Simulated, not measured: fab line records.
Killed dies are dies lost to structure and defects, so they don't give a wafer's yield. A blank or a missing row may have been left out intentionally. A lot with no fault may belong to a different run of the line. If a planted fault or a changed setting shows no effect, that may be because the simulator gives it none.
fab line records + flow sky130
record
- lots=11
- wafers=33
- lastDay=50
route steps=708 shown POLY_CUT@317 SD_P@330 RES_XHIGH@340 SD_N@346 PAD_OPEN@708
lots untouched by any fault: they come from a run of this same line in which no faults occurred
startH: the number of hours between the record's first day and the start of the first shown wafer of the lot + waitH: hours elapsed since this lot's preceding step + " repeats the value in the row above + L1.1+2: a single row standing in for several wafers + - no value present, or no start provided + * or withheld: withheld + < > ~ a bound
route shown NAME@n: a module of which the file shows steps, and the number in the route of the first + usual: mean and standard deviation over wafers with no fault + same: alike in all rows + chamber/n: place in a boat + sites: readings site by site + _std_site: standard deviation across them + _edge_site: the outer-site mean with the inner-site mean subtracted + radiusMm: how far each site lies from the wafer's centre + mask NAME#n: copy n + behind: the last tool/chamber to shape the wafer + hold: why the lot was held/for how many hours/how that ended + device: the n, p or np transistor that did not switch + end of line: tests run on the same wafers once the route is complete + step lacking rows: just its recipe + killed: dies that structure and defects cost at the first sort, which is not the same as the wafer's yield + map: per-die view of a wafer (x killed, . not killed, _ where there is no die)
set.NAME: the setting as run; set.NAME@STEP: as run at that earlier step + model.NAME: the simulator's own value behind a step, which no gauge read
steps of the route over a sample of lots; a table a step, a row a wafer
services: the hour from which a tool's chamber was out of use, counted from the record's first day as startH (under 0 if before that day), plus the number of hours and why
## steps
# step SKY_POLY_CUT_ETCH_10
# recipe
- chemistry=N2/H2
- target=BARC
- ionEnergyEv=200
- sourceW=500
- biasW=100
- pressureMtorr=30
- n2FlowSccm=100
- h2FlowSccm=200
- stopOn=SiO2
- timeS=45.9
- targetDepthA=600
# usual
- drypumpMotorCurrentA=5.84/0.29
- oesProductAu=0.855/0.0047
- rfFwdPowerW=495.1/1.9
- throttleValvePct=13.224/0.0088
# same
- timeS=45.9
| lot.wafer | tool       | chamber | startH | waitH | drypumpMotorCurrentA | oesProductAu | rfFwdPowerW | rfHoursCounterH | throttleValvePct |
|-----------|------------|---------|--------|-------|----------------------|--------------|-------------|-----------------|------------------|
| L882.2    | rieDiel-02 | 2       | 590.45 | 0.0   | 5.97                 | 0.852        | 498.8       | 52              | 13.229           |
| L882.3    | "          | 3       | "      | "     | 5.59                 | 0.852        | 492.4       | 6               | 13.228           |
| L882.5    | "          | 1       | "      | "     | 5.71                 | 0.857        | 497.0       | -               | 13.220           |
| L884.2    | rieDiel-04 | 0       | 594.06 | 0.0   | 6.50                 | 0.845        | 494.7       | 6               | 13.228           |
| L884.3    | "          | 2       | "      | "     | 5.92                 | 0.851        | 495.6       | 2               | 13.232           |
| L884.5    | "          | 3       | "      | "     | 5.79                 | 0.845        | 493.6       | -               | 13.232           |
| L883.2    | rieDiel-01 | 3       | 594.30 | 0.0   | 5.46                 | 0.852        | 494.0       | 9               | 13.208           |
| L883.3    | "          | 1       | "      | "     | 5.51                 | 0.851        | 497.7       | 8               | 13.222           |
| L883.6    | "          | 0       | "      | "     | 5.79                 | 0.853        | 491.7       | -               | 13.222           |
| L889.2    | rieDiel-02 | 3       | 622.55 | 0.0   | 5.58                 | 0.859        | 494.7       | 7               | 13.217           |
| L889.3    | "          | 1       | "      | "     | 5.69                 | 0.857        | 492.8       | 49              | 13.218           |
| L889.4    | "          | 3       | "      | "     | 5.57                 | 0.847        | 496.1       | -               | 13.229           |
| L893.2    | rieDiel-01 | 3       | 645.21 | 0.0   | 5.47                 | 0.859        | 494.6       | 9               | 13.217           |
| L893.4    | "          | 2       | "      | "     | 6.14                 | 0.852        | 495.2       | 1               | 13.229           |
| L893.5    | "          | 3       | "      | "     | 5.47                 | 0.850        | 493.2       | -               | 13.236           |
| L892.2    | rieDiel-04 | 3       | 648.25 | 0.0   | 5.76                 | 0.862        | 495.3       | 3               | 13.225           |
| L892.4    | "          | 2       | "      | "     | 6.00                 | 0.855        | 495.0       | 3               | 13.228           |
| L892.5    | "          | 3       | "      | "     | 5.80                 | 0.850        | 496.4       | -               | 13.218           |
| L899.1    | rieDiel-04 | 3       | 699.60 | 0.0   | 5.79                 | 0.846        | 495.1       | 4               | 13.217           |
| L899.4    | "          | 1       | "      | "     | 5.54                 | 0.852        | 493.0       | 13              | 13.209           |
| L899.5    | "          | 3       | "      | "     | 5.78                 | 0.858        | 494.9       | -               | 13.233           |
| L900.1    | rieDiel-02 | 3       | 716.21 | 0.0   | 5.57                 | 0.859        | 494.3       | 9               | 13.229           |
| L900.5    | "          | 2       | "      | "     | 5.95                 | 0.859        | 498.0       | -               | 13.223           |
| L900.6    | "          | 3       | "      | "     | 5.57                 | 0.860        | 494.3       | -               | 13.222           |
| L903.1    | rieDiel-01 | 2       | 730.36 | 0.0   | 6.13                 | 0.852        | 495.5       | 3               | 13.233           |
| L903.3    | "          | 3       | "      | "     | 5.45                 | 0.858        | 494.1       | 12              | 13.213           |
| L903.6    | "          | 0       | "      | "     | 5.79                 | 0.861        | 491.4       | -               | 13.250           |
| L904.1    | rieDiel-04 | 2       | 734.10 | 0.0   | 5.98                 | 0.863        | 494.7       | 5               | 13.236           |
| L904.2    | "          | 1       | "      | "     | 5.55                 | 0.853        | 490.2       | 14              | 13.220           |
| L904.5    | "          | 1       | "      | "     | 5.55                 | 0.861        | 493.7       | -               | 13.220           |
| L905.3    | rieDiel-01 | 2       | 745.91 | 0.0   | 6.12                 | 0.862        | 497.3       | 4               | 13.209           |
| L905.5    | "          | 1       | "      | "     | 5.51                 | 0.859        | 499.7       | -               | 13.223           |
| L905.6    | "          | 2       | "      | "     | 6.13                 | 0.865        | 496.5       | -               | 13.236           |
# step SKY_SD_P_STRIP_10
# recipe
- chemistry=O2/N2
- powerW=1400
- pressureMtorr=1500
- platenTempC=withheld
- o2FlowSccm=3000
- n2FlowSccm=300
- overashFraction=0.5
# usual
- drypumpMotorCurrentA=6.2/0.45
- oesProductAu=0.617/0.0045
- stripTimeToEndpointS=17.49/0.044
| lot.wafer | tool           | chamber | startH | waitH | drypumpMotorCurrentA | oesProductAu | rfHoursCounterH | stripTimeToEndpointS |
|-----------|----------------|---------|--------|-------|----------------------|--------------|-----------------|----------------------|
| L882.2    | plasmaAsher-04 | 0       | 619.45 | 0.1   | 5.7                  | 0.621        | 83              | 17.48                |
| L882.3    | "              | 1       | "      | "     | 6.5                  | 0.615        | -               | 17.49                |
| L882.5    | "              | 0       | "      | "     | 5.7                  | 0.616        | -               | 17.50                |
| L884.2    | plasmaAsher-02 | 0       | 623.25 | 0.1   | 6.1                  | 0.616        | 19              | 17.59                |
| L884.3    | "              | 0       | "      | "     | 6.1                  | 0.611        | -               | 17.50                |
| L884.5    | "              | 0       | "      | "     | 6.1                  | 0.617        | -               | 17.53                |
| L883.2    | plasmaAsher-02 | 1       | 624.07 | 0.1   | 6.8                  | 0.617        | 19              | 17.55                |
| L883.3    | "              | 0       | "      | "     | 6.1                  | 0.624        | -               | 17.57                |
| L883.6    | "              | 1       | "      | "     | 6.8                  | 0.620        | -               | 17.53                |
| L889.2    | plasmaAsher-04 | 1       | 651.60 | 0.1   | 6.6                  | 0.616        | 86              | 17.48                |
| L889.3    | "              | 0       | "      | "     | 5.7                  | 0.621        | -               | 17.47                |
| L889.4    | "              | 1       | "      | "     | 6.6                  | 0.614        | -               | 17.47                |
| L893.2    | plasmaAsher-04 | 0       | 673.00 | 0.1   | 5.7                  | 0.622        | 88              | 17.56                |
| L893.4    | "              | 0       | "      | "     | 5.7                  | 0.620        | -               | 17.47                |
| L893.5    | "              | 1       | "      | "     | 6.6                  | 0.612        | -               | 17.47                |
| L892.2    | plasmaAsher-04 | 1       | 676.75 | 0.1   | 6.6                  | 0.615        | 88              | 17.54                |
| L892.4    | "              | 0       | "      | "     | 5.7                  | 0.617        | -               | 17.57                |
| L892.5    | "              | 0       | "      | "     | 5.7                  | 0.625        | -               | 17.56                |
| L899.1    | plasmaAsher-02 | 1       | 726.71 | 0.1   | 6.8                  | 0.617        | 29              | 17.45                |
| L899.4    | "              | 0       | "      | "     | 6.1                  | 0.624        | -               | 17.46                |
| L899.5    | "              | 0       | "      | "     | 6.1                  | 0.623        | -               | 17.46                |
| L900.1    | plasmaAsher-04 | 0       | 743.50 | 0.1   | 5.7                  | 0.616        | 95              | 17.49                |
| L900.5    | "              | 0       | "      | "     | 5.7                  | 0.618        | -               | 17.51                |
| L900.6    | "              | 1       | "      | "     | 6.5                  | 0.620        | -               | 17.53                |
| L903.1    | plasmaAsher-02 | 1       | 757.50 | 0.1   | 6.8                  | 0.613        | 33              | 17.48                |
| L903.3    | "              | 0       | "      | "     | 6.0                  | 0.621        | -               | 17.44                |
| L903.6    | "              | 0       | "      | "     | 6.1                  | 0.612        | -               | 17.46                |
| L904.1    | plasmaAsher-01 | 1       | 761.91 | 0.1   | 5.6                  | 0.621        | 1               | 17.42                |
| L904.2    | "              | 0       | "      | "     | 6.1                  | 0.618        | 1               | 17.45                |
| L904.5    | "              | 1       | "      | "     | 5.6                  | 0.617        | -               | 17.43                |
| L905.3    | plasmaAsher-01 | 0       | 772.23 | 0.1   | 6.1                  | 0.616        | -               | 17.52                |
| L905.5    | "              | 1       | "      | "     | 5.6                  | 0.624        | -               | 17.51                |
| L905.6    | "              | 0       | "      | "     | 6.1                  | 0.623        | -               | 17.48                |
# step SKY_RES_XHIGH_STRIP_08
# recipe
- chemistry=O2/N2
- powerW=1400
- pressureMtorr=1500
- platenTempC=withheld
- o2FlowSccm=3000
- n2FlowSccm=300
- overashFraction=0.5
# usual
- drypumpMotorCurrentA=6.1/0.53
- oesProductAu=0.711/0.0046
- stripTimeToEndpointS=14.28/0.051
| lot.wafer | tool           | chamber | startH | waitH | drypumpMotorCurrentA | oesProductAu | rfHoursCounterH | stripTimeToEndpointS |
|-----------|----------------|---------|--------|-------|----------------------|--------------|-----------------|----------------------|
| L882.2    | plasmaAsher-04 | 0       | 648.54 | 0.1   | 5.7                  | 0.706        | 86              | 14.34                |
| L882.3    | "              | 0       | "      | "     | 5.7                  | 0.708        | -               | 14.27                |
| L882.5    | "              | 1       | "      | "     | 6.5                  | 0.711        | -               | 14.33                |
| L884.2    | plasmaAsher-02 | 0       | 652.10 | 0.1   | 6.1                  | 0.715        | 21              | 14.35                |
| L884.3    | "              | 0       | "      | "     | 6.1                  | 0.714        | -               | 14.34                |
| L884.5    | "              | 1       | "      | "     | 6.8                  | 0.714        | -               | 14.33                |
| L883.2    | plasmaAsher-03 | 0       | 652.94 | 0.1   | 5.8                  | 0.701        | 56              | 14.25                |
| L883.3    | "              | 0       | "      | "     | 5.8                  | 0.707        | -               | 14.23                |
| L883.6    | "              | 0       | "      | "     | 5.8                  | 0.715        | -               | 14.22                |
| L889.2    | plasmaAsher-04 | 1       | 679.15 | 0.1   | 6.5                  | 0.714        | 88              | 14.29                |
| L889.3    | "              | 0       | "      | "     | 5.7                  | 0.714        | -               | 14.31                |
| L889.4    | "              | 1       | "      | "     | 6.6                  | 0.709        | -               | 14.30                |
| L893.2    | plasmaAsher-02 | 1       | 700.75 | 0.1   | 6.9                  | 0.710        | 26              | 14.28                |
| L893.4    | "              | 1       | "      | "     | 6.9                  | 0.711        | -               | 14.24                |
| L893.5    | "              | 0       | "      | "     | 6.1                  | 0.713        | -               | 14.33                |
| L892.2    | plasmaAsher-03 | 1       | 703.84 | 0.1   | 5.3                  | 0.709        | 61              | 14.29                |
| L892.4    | "              | 0       | "      | "     | 5.8                  | 0.705        | -               | 14.29                |
| L892.5    | "              | 0       | "      | "     | 5.8                  | 0.713        | -               | 14.28                |
| L899.1    | plasmaAsher-04 | 1       | 754.06 | 0.1   | 6.6                  | 0.715        | 96              | 14.35                |
| L899.4    | "              | 0       | "      | "     | 5.7                  | 0.712        | -               | 14.34                |
| L899.5    | "              | 0       | "      | "     | 5.7                  | 0.708        | -               | 14.38                |
| L900.1    | plasmaAsher-02 | 0       | 769.94 | 0.1   | 6.1                  | 0.712        | 34              | 14.28                |
| L900.5    | "              | 0       | "      | "     | 6.1                  | 0.712        | -               | 14.28                |
| L900.6    | "              | 1       | "      | "     | 6.8                  | 0.717        | -               | 14.25                |
| L903.1    | plasmaAsher-04 | 1       | 784.15 | 0.1   | 6.6                  | 0.723        | 99              | 14.24                |
| L903.3    | "              | 0       | "      | "     | 5.7                  | 0.702        | -               | 14.24                |
| L903.6    | "              | 0       | "      | "     | 5.7                  | 0.703        | -               | 14.19                |
| L904.1    | plasmaAsher-02 | 1       | 788.95 | 0.1   | 6.8                  | 0.715        | 36              | 14.30                |
| L904.2    | "              | 0       | "      | "     | 6.0                  | 0.714        | 36              | 14.29                |
| L904.5    | "              | 1       | "      | "     | 6.8                  | 0.713        | -               | 14.27                |
| L905.3    | plasmaAsher-02 | 1       | 798.93 | 0.1   | 6.8                  | 0.707        | -               | 14.27                |
| L905.5    | "              | 0       | "      | "     | 6.1                  | 0.705        | -               | 14.28                |
| L905.6    | "              | 1       | "      | "     | 6.8                  | 0.704        | -               | 14.31                |
# step SKY_SD_N_EXPOSE_04
# recipe
- maskId=NSDM
- na=0.6
- sourceShape=conventional
- sigmaOuter=0.6
- polarization=unpolarized
- targetCdNm=380
- doseMj=141
# usual
- stageVelMmS=500.05/0.24
| lot.wafer | tool            | chamber | startH | waitH | mask   | stageVelMmS |
|-----------|-----------------|---------|--------|-------|--------|-------------|
| L882.2    | ilineStepper-01 | 0       | 662.69 | -     | NSDM#0 | 499.96      |
| L882.3    | "               | 0       | "      | "     | NSDM#0 | 499.86      |
| L882.5    | "               | 0       | "      | "     | NSDM#0 | 499.97      |
| L884.2    | ilineStepper-02 | 0       | 665.86 | -     | NSDM#0 | 499.82      |
| L884.3    | "               | 0       | "      | "     | NSDM#0 | 499.82      |
| L884.5    | "               | 0       | "      | "     | NSDM#0 | 499.79      |
| L883.2    | ilineStepper-02 | 0       | 666.86 | -     | NSDM#0 | 500.10      |
| L883.3    | "               | 0       | "      | "     | NSDM#0 | 500.34      |
| L883.6    | "               | 0       | "      | "     | NSDM#0 | 499.96      |
| L889.2    | ilineStepper-02 | 0       | 692.61 | -     | NSDM#0 | 500.25      |
| L889.3    | "               | 0       | "      | "     | NSDM#0 | 500.02      |
| L889.4    | "               | 0       | "      | "     | NSDM#0 | 500.08      |
| L893.2    | ilineStepper-01 | 0       | 714.96 | -     | NSDM#0 | 500.11      |
| L893.4    | "               | 0       | "      | "     | NSDM#0 | 499.67      |
| L893.5    | "               | 0       | "      | "     | NSDM#0 | 500.40      |
| L892.2    | ilineStepper-02 | 0       | 717.59 | -     | NSDM#0 | 500.10      |
| L892.4    | "               | 0       | "      | "     | NSDM#0 | 500.39      |
| L892.5    | "               | 0       | "      | "     | NSDM#0 | 500.32      |
| L899.1    | ilineStepper-01 | 0       | 767.77 | -     | NSDM#0 | 500.17      |
| L899.4    | "               | 0       | "      | "     | NSDM#0 | 499.93      |
| L899.5    | "               | 0       | "      | "     | NSDM#0 | 500.40      |
| L900.1    | ilineStepper-01 | 0       | 783.99 | -     | NSDM#0 | 500.15      |
| L900.5    | "               | 0       | "      | "     | NSDM#0 | 500.36      |
| L900.6    | "               | 0       | "      | "     | NSDM#0 | 500.24      |
| L903.1    | ilineStepper-01 | 0       | 797.63 | -     | NSDM#0 | 500.19      |
| L903.3    | "               | 0       | "      | "     | NSDM#0 | 499.84      |
| L903.6    | "               | 0       | "      | "     | NSDM#0 | 499.98      |
| L904.1    | ilineStepper-01 | 0       | 801.30 | -     | NSDM#0 | 499.77      |
| L904.2    | "               | 0       | "      | "     | NSDM#0 | 499.90      |
| L904.5    | "               | 0       | "      | "     | NSDM#0 | 500.00      |
| L905.3    | ilineStepper-01 | 0       | 812.13 | -     | NSDM#0 | 499.96      |
| L905.5    | "               | 0       | "      | "     | NSDM#0 | 500.12      |
| L905.6    | "               | 0       | "      | "     | NSDM#0 | 500.05      |
# step SKY_SD_N_OVL_MEAS_08
# usual
- SD_N_OVL=-0.4/1.5
| lot.wafer | tool       | chamber | startH | waitH | SD_N_OVL[nm] |
|-----------|------------|---------|--------|-------|--------------|
| L882.2    | overlay-02 | -       | 676.87 | 0.1   | 3.2          |
| L882.3    | "          | -       | "      | "     | 1.9          |
| L882.5    | "          | -       | "      | "     | -1.4         |
| L884.2    | overlay-02 | -       | 680.07 | 0.1   | 0.2          |
| L884.3    | "          | -       | "      | "     | -1.2         |
| L884.5    | "          | -       | "      | "     | -0.3         |
| L883.2    | overlay-01 | -       | 681.17 | 0.1   | -0.5         |
| L883.3    | "          | -       | "      | "     | 0.7          |
| L883.6    | "          | -       | "      | "     | 0.4          |
| L889.2    | overlay-02 | -       | 706.39 | 0.1   | -65.8        |
| L889.3    | "          | -       | "      | "     | -64.8        |
| L889.4    | "          | -       | "      | "     | -64.5        |
| L893.2    | overlay-02 | -       | 728.57 | 0.1   | -0.5         |
| L893.4    | "          | -       | "      | "     | -3.3         |
| L893.5    | "          | -       | "      | "     | -1.5         |
| L892.2    | overlay-02 | -       | 731.12 | 0.1   | -66.0        |
| L892.4    | "          | -       | "      | "     | -67.5        |
| L892.5    | "          | -       | "      | "     | -68.2        |
| L899.1    | overlay-01 | -       | 781.56 | 0.1   | -1.0         |
| L899.4    | "          | -       | "      | "     | -1.9         |
| L899.5    | "          | -       | "      | "     | -1.5         |
| L900.1    | overlay-01 | -       | 797.07 | 0.1   | -1.0         |
| L900.5    | "          | -       | "      | "     | -1.6         |
| L900.6    | "          | -       | "      | "     | -1.7         |
| L903.1    | overlay-01 | -       | 810.71 | 0.1   | 0.3          |
| L903.3    | "          | -       | "      | "     | 1.0          |
| L903.6    | "          | -       | "      | "     | -0.6         |
| L904.1    | overlay-01 | -       | 814.57 | 0.1   | 0.5          |
| L904.2    | "          | -       | "      | "     | -0.9         |
| L904.5    | "          | -       | "      | "     | 0.8          |
| L905.3    | overlay-01 | -       | 824.68 | 0.1   | -1.8         |
| L905.5    | "          | -       | "      | "     | 0.0          |
| L905.6    | "          | -       | "      | "     | -0.9         |
# step SKY_PAD_OPEN_PROBE_99
# usual
- defectLimitedYield=82.4/2
- killed_at_M0_to_M3=44/7.4
- killed_at_M4_up=3.0/1.6
- killedAtContacts=24/5
- killedAtFrontEnd=15/4.6
- killedAtOther=0.4/0.65
- killedDies=86/9.6
- killedOpen=48/7.4
- killedShort=38/6.9
- sort_bin_3_pad_short=0.9/0.43
- sort_bin_5_function=10.4/1.3
- sort_bin_6_memory=6.3/1.2
- sortNPass=406/9.6
- sortYieldPct=82.4/2
# same
- grossDies=492
- killedAtBackSide=0
- sort_bin_4_leakage[%]=0
- sort_bin_8_speed[%]=0
| lot.wafer | tool      | chamber | startH  | waitH | defectLimitedYield[%] | killed_at_M0_to_M3 | killed_at_M4_up | killedAtContacts | killedAtFrontEnd | killedAtOther | killedDies | killedOpen | killedShort | sort_bin_3_pad_short[%] | sort_bin_5_function[%] | sort_bin_6_memory[%] | sortNPass | sortYieldPct[%] |
|-----------|-----------|---------|---------|-------|-----------------------|--------------------|-----------------|------------------|------------------|---------------|------------|------------|-------------|-------------------------|------------------------|----------------------|-----------|-----------------|
| L883.2    | prober-02 | -       | 1108.01 | 0.1   | 85.2                  | 41                 | 2               | 18               | 12               | 0             | 73         | 52         | 21          | 0.8                     | 8.5                    | 5.5                  | 419       | 85.2            |
| L883.3    | prober-02 | -       | 1108.06 | 0.2   | 83.1                  | 40                 | 3               | 24               | 15               | 1             | 83         | 42         | 41          | 2.2                     | 7.3                    | 7.3                  | 409       | 83.1            |
| L883.6    | prober-02 | -       | 1108.21 | 0.2   | 81.5                  | 45                 | 4               | 23               | 19               | 0             | 91         | 51         | 40          | 1.0                     | 10.2                   | 7.3                  | 401       | 81.5            |
| L899.1    | prober-02 | -       | 1171.21 | 0.1   | 80.5                  | 50                 | 2               | 23               | 21               | 0             | 96         | 63         | 33          | 1.2                     | 10.8                   | 7.5                  | 396       | 80.5            |
| L899.4    | prober-02 | -       | 1171.36 | 0.2   | 82.1                  | 34                 | 4               | 36               | 14               | 0             | 88         | 43         | 45          | 0.4                     | 11.6                   | 5.9                  | 404       | 82.1            |
| L899.5    | prober-02 | -       | 1171.41 | 0.2   | 83.7                  | 37                 | 0               | 28               | 13               | 2             | 80         | 48         | 30          | 0.2                     | 8.9                    | 7.1                  | 412       | 83.7            |
# killed by level:class
L883.2 VIA1:geometricParticle:open=16 CONTACT:geometricParticle:open=10 POLY_GATE:geometricParticle:open=5 VIA2:geometricParticle:open=5 VIA3:geometricParticle:open=5 FIELD_ISO:geometricParticle:open=4 METAL2:geometricParticle:short=4 FIELD_ISO:geometricParticle:short=3
L883.3 VIA1:geometricParticle:open=9 FIELD_ISO:geometricParticle:open=6 CONTACT:geometricParticle:short=6 CONTACT:geometricParticle:open=6 METAL1:geometricParticle:short=6 VIA3:geometricParticle:open=6 LI_CONTACT:geometricParticle:short=5 VIA1:geometricParticle:short=5
L883.6 VIA1:geometricParticle:open=14 CONTACT:geometricParticle:open=11 METAL2:geometricParticle:short=7 FIELD_ISO:geometricParticle:short=6 VIA2:geometricParticle:open=6 VIA3:geometricParticle:open=5 LI_CONTACT:geometricParticle:open=4 LOCAL_INTERCONNECT:geometricParticle:short=4
L899.1 VIA1:geometricParticle:open=19 CONTACT:geometricParticle:open=11 VIA3:geometricParticle:open=9 LI_CONTACT:geometricParticle:open=7 POLY_GATE:geometricParticle:short=5 VIA1:geometricParticle:short=5 VIA2:geometricParticle:open=5 FIELD_ISO:geometricParticle:short=4
L899.4 CONTACT:geometricParticle:open=12 LOCAL_INTERCONNECT:geometricParticle:short=8 LI_CONTACT:geometricParticle:open=7 METAL2:geometricParticle:short=7 VIA1:geometricParticle:open=6 CONTACT:geometricParticle:short=5 FIELD_ISO:geometricParticle:short=4 METAL1:geometricParticle:short=4
L899.5 LI_CONTACT:geometricParticle:open=11 VIA1:geometricParticle:open=10 CONTACT:geometricParticle:open=10 METAL1:geometricParticle:short=6 VIA3:geometricParticle:open=6 FIELD_ISO:geometricParticle:short=4 FIELD_ISO:geometricParticle:open=4 CONTACT:geometricParticle:short=4
## services
| tool            | chamber | startH | hours | kind   |
|-----------------|---------|--------|-------|--------|
| rieDiel-02      | 0       | 583.93 | 50.6  | repair |
| ilineStepper-01 | -       | 592.29 | 6.6   | repair |
| rieDiel-01      | -       | 595.71 | 14.6  | pm     |
| plasmaAsher-04  | -       | 598.25 | 7.4   | repair |
| rieDiel-02      | 2       | 617.59 | 3.3   | repair |
| ilineStepper-02 | -       | 630.43 | 1.7   | pm     |
| rieDiel-02      | 1       | 630.83 | 17.6  | repair |
| plasmaAsher-04  | -       | 641.80 | 4.8   | repair |
| plasmaAsher-02  | -       | 642.93 | 5.8   | repair |
| plasmaAsher-04  | -       | 652.52 | 3.4   | repair |
| ilineStepper-01 | -       | 681.11 | 1.7   | pm     |
| rieDiel-02      | 0       | 681.75 | 8.7   | repair |
| rieDiel-04      | -       | 691.08 | 2.8   | pm     |
| rieDiel-04      | -       | 700.41 | 0.3   | repair |
| rieDiel-02      | 3       | 707.62 | 5.1   | repair |
| plasmaAsher-04  | -       | 713.86 | 1.7   | repair |
| rieDiel-01      | 1       | 722.55 | 16.0  | repair |
| rieDiel-02      | 3       | 725.51 | 2.6   | repair |
| ilineStepper-02 | -       | 768.22 | 3.2   | repair |
| ilineStepper-02 | -       | 788.33 | 11.0  | repair |
| rieDiel-04      | -       | 794.10 | 0.5   | repair |
| plasmaAsher-04  | -       | 797.57 | 4.3   | pm     |
| ilineStepper-02 | -       | 798.62 | 28.7  | repair |
| rieDiel-01      | 3       | 804.22 | 4.9   | repair |
## key
firstSign
- step=SKY_SD_N_OVL_MEAS_08
- reading=SD_N_OVL
- direction=down
- sigmas=45
- usual=-0.4
- struck=-66.1
effect none on later readings
metAt SKY_SD_N_EXPOSE_04
struckLots L889,L892
rowsEnd L889.2,L889.3,L889.4,L892.2,L892.4,L892.5
notActingAt SKY_POLY_CUT_ETCH_10,SKY_SD_P_STRIP_10,SKY_RES_XHIGH_STRIP_08
onsetBetween 666.86 692.61
fault
- kind=scannerMatchingOverlay
- tool=ilineStepper-02
- chamber=-
- onsetH=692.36
- steps=SKY_SD_N_EXPOSE_04
- offset=-66.072
# rowsEnd: these wafers met a further fault down the route, and their rows from its step on are left out
